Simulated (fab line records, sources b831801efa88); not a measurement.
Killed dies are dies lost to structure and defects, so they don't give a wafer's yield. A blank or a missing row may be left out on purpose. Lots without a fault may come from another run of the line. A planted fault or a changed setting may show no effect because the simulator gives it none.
fab line records | flow sky130
record lots=10 wafers=30 last_day=50
route steps=708 shown SD_N@350 SD_P@359 LI_CONTACT@365 LOCAL_INTERCONNECT@387 PAD_OPEN@708
lots that met no fault: from a run of the same line without faults
start_h: hours from the record's first day to the start of the lot's first wafer shown | wait_h: hours since the lot's step before | " the same as in the row above | L1.1+2: a row that stands for several wafers | - no value, or no start given | * or withheld: withheld | < > ~ a bound
route shown NAME@n: a module of which the file shows steps, and the number in the route of the first | usual: mean/standard deviation of fault-free wafers | same: alike in all rows | chamber/n: place in a boat | sites: the reading at each site | _std_site: their standard deviation | _edge_site: outer sites' mean less inner sites' | radius_mm: how far each site lies from the wafer's centre | mask NAME#n: copy n | behind: the tool/chamber that last shaped the wafer | hold: why the lot was held/for how many hours/how that ended | device: the transistor (n, p or np) that didn't switch | end of line: the same wafers' tests at the end of the route | a step without rows: its recipe alone | killed: dies lost to structure and defects at the first sort, not the wafer's yield | map: a wafer's dies, x killed, . not, _ none there
set.NAME: the setting as run; set.NAME@STEP: as run at that earlier step | model.NAME: the simulator's own value behind a step, which no gauge read
steps of the route over a sample of lots; a table a step, a row a wafer
services: from which hour (start_h, from the record's first day; less than 0 if before it) a tool's chamber was out of use, for how many hours, and why
## steps
# step SKY_SD_N_OVL_MEAS_08
# usual SD_N_OVL=0.2/1.3
# columns lot.wafer tool chamber start_h wait_h SD_N_OVL[nm]
L123.1 overlay-02 - 717.57 0.1 0.9
L123.2 " - " " 0.5
L123.6 " - " " -0.1
L125.1 overlay-01 - 729.06 0.1 -0.3
L125.4 " - " " -0.5
L125.6 " - " " -0.2
L130.2 overlay-02 - 760.23 0.1 -0.9
L130.3 " - " " -0.4
L130.5 " - " " -0.2
L129.1 overlay-02 - 764.31 0.1 -0.9
L129.4 " - " " -0.2
L129.5 " - " " -0.5
L131.1 overlay-01 - 775.81 0.1 -0.4
L131.2 " - " " -1.8
L131.3 " - " " 0.1
L132.1 overlay-02 - 784.91 0.1 2.2
L132.5 " - " " 1.6
L132.6 " - " " 0.3
L134.1 overlay-01 - 799.27 0.1 -1.2
L134.3 " - " " -0.4
L134.6 " - " " 0.2
L136.1 overlay-01 - 815.56 0.1 1.8
L136.4 " - " " 0.7
L136.5 " - " " 1.1
L137.1 overlay-02 - 821.91 0.1 -0.1
L137.2 " - " " 0.9
L137.3 " - " " 2.3
L138.2 overlay-02 - 828.67 0.1 0.1
L138.4 " - " " 2.0
L138.6 " - " " 0.8
# step SKY_SD_N_RS_MEAS_17
# recipe thk_meas_gauge=four-point-probe
# usual SD_P_RS=147.2/0.34
# columns lot.wafer tool chamber start_h wait_h SD_P_RS[ohm/sq]
L123.1 film_metro-02 - 718.41 0.1 147.2
L123.2 " - " " 147.3
L123.6 " - " " 147.4
L125.1 film_metro-04 - 729.90 0.1 147.9
L125.4 " - " " 147.7
L125.6 " - " " 147.6
L130.2 film_metro-02 - 761.08 0.1 147.1
L130.3 " - " " 147.4
L130.5 " - " " 147.5
L129.1 film_metro-04 - 765.15 0.1 147.2
L129.4 " - " " 147.5
L129.5 " - " " 147.5
L131.1 film_metro-04 - 776.65 0.1 146.7
L131.2 " - " " 146.8
L131.3 " - " " 146.8
L132.1 film_metro-02 - 785.76 0.1 147.3
L132.5 " - " " 147.6
L132.6 " - " " 147.1
L134.1 film_metro-01 - 800.13 0.1 147.2
L134.3 " - " " 148.1
L134.6 " - " " 147.7
L136.1 film_metro-01 - 816.40 0.1 147.4
L136.4 " - " " 147.2
L136.5 " - " " 146.8
L137.1 film_metro-04 - 822.75 0.1 147.3
L137.2 " - " " 146.5
L137.3 " - " " 146.8
L138.2 film_metro-04 - 829.73 0.1 147.4
L138.4 " - " " 146.7
L138.6 " - " " 147.2
# step SKY_LI_CONTACT_BOW_MEAS_03
# recipe mode=bow
# usual LI_CONTACT_BOW=57/6.5
# columns lot.wafer tool chamber start_h wait_h LI_CONTACT_BOW[um]
L123.1 film_metro-02 - 719.13 0.2 60
L123.2 " - " " 65
L123.6 " - " " 47
L125.1 film_metro-01 - 730.62 0.1 60
L125.4 " - " " 58
L125.6 " - " " 53
L130.2 film_metro-02 - 761.80 0.2 58
L130.3 " - " " 54
L130.5 " - " " 57
L129.1 film_metro-04 - 765.87 0.1 53
L129.4 " - " " 60
L129.5 " - " " 56
L131.1 film_metro-02 - 777.37 0.1 54
L131.2 " - " " 56
L131.3 " - " " 63
L132.1 film_metro-01 - 786.48 0.2 58
L132.5 " - " " 60
L132.6 " - " " 60
L134.1 film_metro-02 - 800.85 0.2 47
L134.3 " - " " 58
L134.6 " - " " 60
L136.1 film_metro-02 - 817.12 0.2 59
L136.4 " - " " 62
L136.5 " - " " 42
L137.1 film_metro-02 - 823.47 0.2 66
L137.2 " - " " 74
L137.3 " - " " 52
L138.2 film_metro-02 - 830.54 0.3 54
L138.4 " - " " 65
L138.6 " - " " 58
# step SKY_LOCAL_INTERCONNECT_SPUTTER_00
# recipe material=TiN target_thk_nm=100 temp_c=300 power_w=6500 time_s=83.3 chamber_pressure_pa=0.4
# usual cathode_dc_power_W=6500.0/1.2 throttle_valve_pct=30.4/1.1
# columns lot.wafer tool chamber start_h wait_h cathode_dc_power_W throttle_valve_pct
L123.1 pvd_sputter-02 - 747.58 0.1 6499.2 29.1
L123.2 " - " " 7427.9 29.7
L123.6 " - " " 6503.7 29.4
L125.1 pvd_sputter-02 - 758.74 0.2 7428.1 30.2
L125.4 " - " " 6499.2 31.2
L125.6 " - " " 6499.2 29.3
L130.2 pvd_sputter-04 - 789.82 0.1 6498.3 29.2
L130.3 " - " " 6500.3 31.5
L130.5 " - " " 6499.2 29.4
L129.1 pvd_sputter-01 - 793.79 0.2 6501.3 29.4
L129.4 " - " " 6501.2 30.4
L129.5 " - " " 6500.5 30.9
L131.1 pvd_sputter-04 - 804.99 0.1 6500.6 29.5
L131.2 " - " " 6501.0 31.6
L131.3 " - " " 6500.8 29.0
L132.1 pvd_sputter-04 - 813.70 0.1 6499.0 31.7
L132.5 " - " " 6499.8 32.5
L132.6 " - " " 6500.9 29.2
L134.1 pvd_sputter-04 - 829.21 0.2 6499.8 29.7
L134.3 " - " " 6500.4 29.1
L134.6 " - " " 6499.7 31.5
L136.1 pvd_sputter-01 - 844.46 0.1 6500.1 30.8
L136.4 " - " " 6501.0 29.4
L136.5 " - " " 6499.7 30.4
L137.1 pvd_sputter-01 - 851.37 0.1 6499.8 30.6
L137.2 " - " " 6500.5 29.4
L137.3 " - " " 6499.1 30.5
L138.2 pvd_sputter-01 - 857.64 0.2 6500.5 31.0
L138.4 " - " " 6501.6 30.6
L138.6 " - " " 6499.2 30.9
# step SKY_LOCAL_INTERCONNECT_RS_MEAS_01
# recipe thk_meas_gauge=four-point-probe reads=TiN_of_LOCAL_INTERCONNECT_SPUTTER_00
# usual LOCAL_INTERCONNECT_TIN_RS=14.08/0.12
# columns lot.wafer tool chamber start_h wait_h LOCAL_INTERCONNECT_TIN_RS[ohm/sq]
L123.1 film_metro-04 - 747.64 0.0 13.99
L123.2 " - " " 12.34
L123.6 " - " " 14.07
L125.1 film_metro-01 - 758.81 0.0 12.30
L125.4 " - " " 13.99
L125.6 " - " " 14.04
L130.2 film_metro-04 - 789.90 0.1 13.95
L130.3 " - " " 14.10
L130.5 " - " " 13.89
L129.1 film_metro-03 - 793.85 0.0 14.02
L129.4 " - " " 14.01
L129.5 " - " " 13.98
L131.1 film_metro-03 - 805.06 0.0 13.96
L131.2 " - " " 14.00
L131.3 " - " " 14.00
L132.1 film_metro-01 - 813.76 0.0 14.04
L132.5 " - " " 14.01
L132.6 " - " " 14.00
L134.1 film_metro-01 - 829.28 0.0 14.18
L134.3 " - " " 13.89
L134.6 " - " " 13.96
L136.1 film_metro-04 - 844.52 0.0 14.28
L136.4 " - " " 14.15
L136.5 " - " " 14.19
L137.1 film_metro-03 - 851.43 0.0 14.24
L137.2 " - " " 14.19
L137.3 " - " " 14.28
L138.2 film_metro-03 - 857.73 0.1 14.15
L138.4 " - " " 14.05
L138.6 " - " " 14.09
# step SKY_LOCAL_INTERCONNECT_THK_MEAS_02
# recipe thk_meas_gauge=xrf reads=TiN_of_LOCAL_INTERCONNECT_SPUTTER_00
# usual LOCAL_INTERCONNECT_TIN_THK=101.0/0.89
# columns lot.wafer tool chamber start_h wait_h LOCAL_INTERCONNECT_TIN_THK[nm]
L123.1 film_metro-04 - 747.76 0.1 102.1
L123.2 " - " " 115.7
L123.6 " - " " 101.8
L125.1 film_metro-01 - 758.93 0.1 114.8
L125.4 " - " " 101.5
L125.6 " - " " 101.2
L130.2 film_metro-04 - 790.01 0.1 102.4
L130.3 " - " " 101.3
L130.5 " - " " 102.5
L129.1 film_metro-03 - 793.97 0.1 101.2
L129.4 " - " " 101.0
L129.5 " - " " 101.1
L131.1 film_metro-03 - 805.18 0.1 100.6
L131.2 " - " " 101.1
L131.3 " - " " 100.8
L132.1 film_metro-01 - 813.88 0.1 100.9
L132.5 " - " " 101.6
L132.6 " - " " 101.6
L134.1 film_metro-01 - 829.40 0.1 100.5
L134.3 " - " " 101.7
L134.6 " - " " 102.1
L136.1 film_metro-04 - 844.64 0.1 100.6
L136.4 " - " " 100.9
L136.5 " - " " 101.0
L137.1 film_metro-03 - 851.55 0.1 100.8
L137.2 " - " " 100.3
L137.3 " - " " 100.1
L138.2 film_metro-03 - 857.84 0.1 100.9
L138.4 " - " " 101.9
L138.6 " - " " 101.4
# step SKY_LOCAL_INTERCONNECT_METAL_ETCH_14
# recipe target_depth_nm=110 stop_on=PSG chemistry=Cl2/BCl3 target=TiN resist_sidewall_deg=88 pressure_mtorr=10 icp_w=900 bias_w=48.5 Cl2_flow_sccm=60 bcl3_flow_sccm=30 time_s=31.4
# usual bcl3_flow_sccm=30.00/0.085 drypump_motor_current_A=5.5/0.58 oes_product_au=0.944/0.0065 throttle_valve_pct=21.900/0.01
# columns lot.wafer tool chamber start_h wait_h bcl3_flow_sccm drypump_motor_current_A oes_product_au rf_hours_counter_h throttle_valve_pct
L123.1 rie_metal-03 0 775.26 0.0 29.85 5.9 0.946 3 21.911
L123.2 " 1 " " 30.11 4.8 0.992 13 21.861
L123.6 " 1 " " 29.94 4.8 0.949 - 21.891
L125.1 rie_metal-02 0 786.49 0.0 30.04 5.4 1.004 4 21.854
L125.4 " 0 " " 30.04 5.4 0.950 - 21.908
L125.6 " 1 " " 29.96 5.7 0.944 - 21.891
L130.2 rie_metal-03 0 816.66 0.0 29.97 5.9 0.959 5 21.902
L130.3 " 1 " " 30.03 4.8 0.950 - 21.903
L130.5 " 1 " " 29.87 4.8 0.947 - 21.892
L129.1 rie_metal-02 0 819.94 0.0 29.90 5.4 0.951 5 21.889
L129.4 " 0 " " 30.12 5.4 0.953 - 21.905
L129.5 " 0 " " 30.00 5.4 0.945 - 21.899
L131.1 rie_metal-02 0 831.58 0.1 29.89 5.4 0.949 6 21.888
L131.2 " 0 " " 30.04 5.4 0.943 - 21.901
L131.3 " 0 " " 30.02 5.4 0.951 - 21.888
L132.1 rie_metal-01 1 840.51 0.0 30.05 4.7 0.944 15 21.902
L132.5 " 1 " " 30.10 4.7 0.940 - 21.902
L132.6 " 0 " " 30.02 6.2 0.936 - 21.887
L134.1 rie_metal-01 1 855.51 0.0 30.08 4.7 0.942 16 21.895
L134.3 " 0 " " 30.07 6.3 0.958 - 21.891
L134.6 " 1 " " 30.06 4.7 0.955 - 21.895
L136.1 rie_metal-02 1 870.51 0.0 29.89 5.6 0.939 1 21.908
L136.4 " 1 " " 29.94 5.7 0.938 - 21.905
L136.5 " 1 " " 29.81 5.6 0.940 - 21.898
L137.1 rie_metal-03 1 878.01 0.0 29.99 4.8 0.934 0 21.893
L137.2 " 0 " " 30.08 5.9 0.941 8 21.887
L137.3 " 0 " " 30.13 5.9 0.936 - 21.915
L138.2 rie_metal-03 0 883.76 0.0 29.89 5.9 0.942 8 21.901
L138.4 " 0 " " 29.93 5.9 0.947 - 21.888
L138.6 " 1 " " 30.15 4.8 0.939 - 21.894
# step SKY_PAD_OPEN_PROBE_99
# usual killed_at_M0_to_M3=43/6.5 killed_at_M4_up=3.2/1.8 killed_at_contacts=24/5.2 killed_at_front_end=15/4 killed_at_other=0.4/0.69 killed_dies=86/8.7 killed_open=47/7 killed_short=39/5.7
# same gross_dies=492 killed_at_back_side=0
# columns lot.wafer tool chamber start_h wait_h killed_at_M0_to_M3 killed_at_M4_up killed_at_contacts killed_at_front_end killed_at_other killed_dies killed_open killed_short
L123.1 prober-02 - 1126.52 0.1 46 5 27 18 4 100 53 45
L123.2 prober-02 - 1126.57 0.1 44 2 24 15 1 86 45 40
L123.6 prober-02 - 1126.77 0.2 50 3 29 21 0 103 62 41
L125.1 prober-02 - 1135.14 0.1 36 5 22 13 0 76 45 31
L125.4 prober-02 - 1135.29 0.2 45 3 32 10 1 91 52 39
L125.6 prober-02 - 1135.39 0.2 46 6 33 6 1 92 58 34
L130.2 prober-02 - 1155.16 0.1 47 1 22 16 0 86 51 35
L130.3 prober-02 - 1155.21 0.2 50 1 22 19 0 92 50 42
L130.5 prober-02 - 1155.31 0.2 39 2 24 11 0 76 46 30
# killed by level:class
L123.1 CONTACT:geometric_particle:open=10 VIA3:geometric_particle:open=9 LI_CONTACT:geometric_particle:open=8 VIA1:geometric_particle:open=8 METAL1:geometric_particle:short=7 VIA2:geometric_particle:short=6 VIA2:geometric_particle:open=6 FIELD_ISO:geometric_particle:short=5
L123.2 VIA1:geometric_particle:open=10 CONTACT:geometric_particle:open=9 METAL1:geometric_particle:short=8 VIA1:geometric_particle:short=7 LI_CONTACT:geometric_particle:open=6 LI_CONTACT:geometric_particle:short=4 VIA3:geometric_particle:open=4 METAL2:geometric_particle:short=4
L123.6 VIA3:geometric_particle:open=14 CONTACT:geometric_particle:open=11 METAL1:geometric_particle:short=10 VIA1:geometric_particle:open=9 LI_CONTACT:geometric_particle:open=8 FIELD_ISO:geometric_particle:short=7 FIELD_ISO:geometric_particle:open=5 CONTACT:geometric_particle:short=5
L125.1 CONTACT:geometric_particle:open=11 METAL1:geometric_particle:short=7 VIA2:geometric_particle:open=6 VIA1:geometric_particle:open=6 VIA3:geometric_particle:open=6 LI_CONTACT:geometric_particle:open=4 CONTACT:geometric_particle:short=4 POLY_GATE:geometric_particle:open=3
L125.4 LI_CONTACT:geometric_particle:open=13 CONTACT:geometric_particle:open=10 VIA1:geometric_particle:open=8 METAL1:geometric_particle:short=6 VIA1:geometric_particle:short=5 VIA2:geometric_particle:open=5 VIA3:geometric_particle:open=5 POLY_GATE:geometric_particle:short=4
L125.6 CONTACT:geometric_particle:open=13 VIA3:geometric_particle:open=12 LI_CONTACT:geometric_particle:open=9 VIA1:geometric_particle:open=9 CONTACT:geometric_particle:short=8 METAL1:geometric_particle:short=6 VIA2:geometric_particle:open=6 METAL4:geometric_particle:short=4
L130.2 CONTACT:geometric_particle:open=10 VIA1:geometric_particle:open=9 METAL2:geometric_particle:short=8 VIA2:geometric_particle:open=8 LI_CONTACT:geometric_particle:open=6 FIELD_ISO:geometric_particle:open=5 METAL3:geometric_particle:short=5 VIA3:geometric_particle:open=5
L130.3 VIA1:geometric_particle:open=9 CONTACT:geometric_particle:open=8 FIELD_ISO:geometric_particle:open=7 METAL2:geometric_particle:short=7 VIA3:geometric_particle:open=6 POLY_GATE:geometric_particle:open=5 LOCAL_INTERCONNECT:geometric_particle:short=5 VIA1:geometric_particle:short=5
L130.5 VIA1:geometric_particle:open=12 LI_CONTACT:geometric_particle:open=7 VIA2:geometric_particle:open=7 CONTACT:geometric_particle:open=6 VIA3:geometric_particle:open=6 LOCAL_INTERCONNECT:geometric_particle:short=5 METAL3:geometric_particle:short=5 FIELD_ISO:geometric_particle:short=4
## services
# columns tool chamber start_h hours kind
pvd_sputter-02 - 726.87 1.1 repair
rie_metal-03 - 738.31 1.4 pm
pvd_sputter-02 - 769.38 2.1 repair
pvd_sputter-04 1 770.90 - consumable_replace:kit
pvd_sputter-04 1 770.90 18.0 scheduled_down
pvd_sputter-04 1 770.90 18.0 vent_cycle
pvd_sputter-02 0 816.52 - consumable_replace:kit
pvd_sputter-02 0 816.52 18.0 scheduled_down
pvd_sputter-02 0 816.52 18.0 vent_cycle
rie_metal-02 1 822.22 - clean
rie_metal-02 1 822.22 16.8 scheduled_down
rie_metal-02 1 822.22 16.8 vent_cycle
pvd_sputter-04 - 834.45 0.6 repair
pvd_sputter-04 - 837.07 1.5 repair
rie_metal-03 1 853.65 - clean
rie_metal-03 1 853.65 23.1 scheduled_down
rie_metal-03 1 853.65 23.1 vent_cycle
rie_metal-01 1 879.07 - clean
rie_metal-01 1 879.07 26.3 scheduled_down
rie_metal-01 1 879.07 26.3 vent_cycle
## key
first_sign step=SKY_LOCAL_INTERCONNECT_SPUTTER_00 reading=cathode_dc_power_W direction=up sigmas=99+ usual=6500.0 struck=7428.0
effect step=SKY_LOCAL_INTERCONNECT_RS_MEAS_01 reading=LOCAL_INTERCONNECT_TIN_RS direction=down sigmas=15 usual=14.08 struck=12.32
effect step=SKY_LOCAL_INTERCONNECT_THK_MEAS_02 reading=LOCAL_INTERCONNECT_TIN_THK direction=up sigmas=16 usual=101.0 struck=115.2
effect step=SKY_LOCAL_INTERCONNECT_METAL_ETCH_14 reading=oes_product_au direction=up sigmas=8.2 usual=0.944 struck=0.998
met_at SKY_LOCAL_INTERCONNECT_SPUTTER_00
struck_lots L123,L125
struck_wafers L123.2,L125.1
tester_left_out L123,L125
not_acting_at SKY_SD_N_OVL_MEAS_08,SKY_SD_N_RS_MEAS_17,SKY_LI_CONTACT_BOW_MEAS_03
fault kind=process_parameter_drift tool=pvd_sputter-02 chamber=- onset_h=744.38 steps=SKY_LOCAL_INTERCONNECT_SPUTTER_00 channel=power_w offset=* shape=step end_h=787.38 acts_in=* stated=* scope=struck_wafers_only
# tester_left_out: of these lots the tester's yield and bins aren't shown, on N5 and GAA mostly nor the transistor test; their killed dies are dies lost to structure and defects alone, not to doping, threshold or leakage, so they don't give the yield
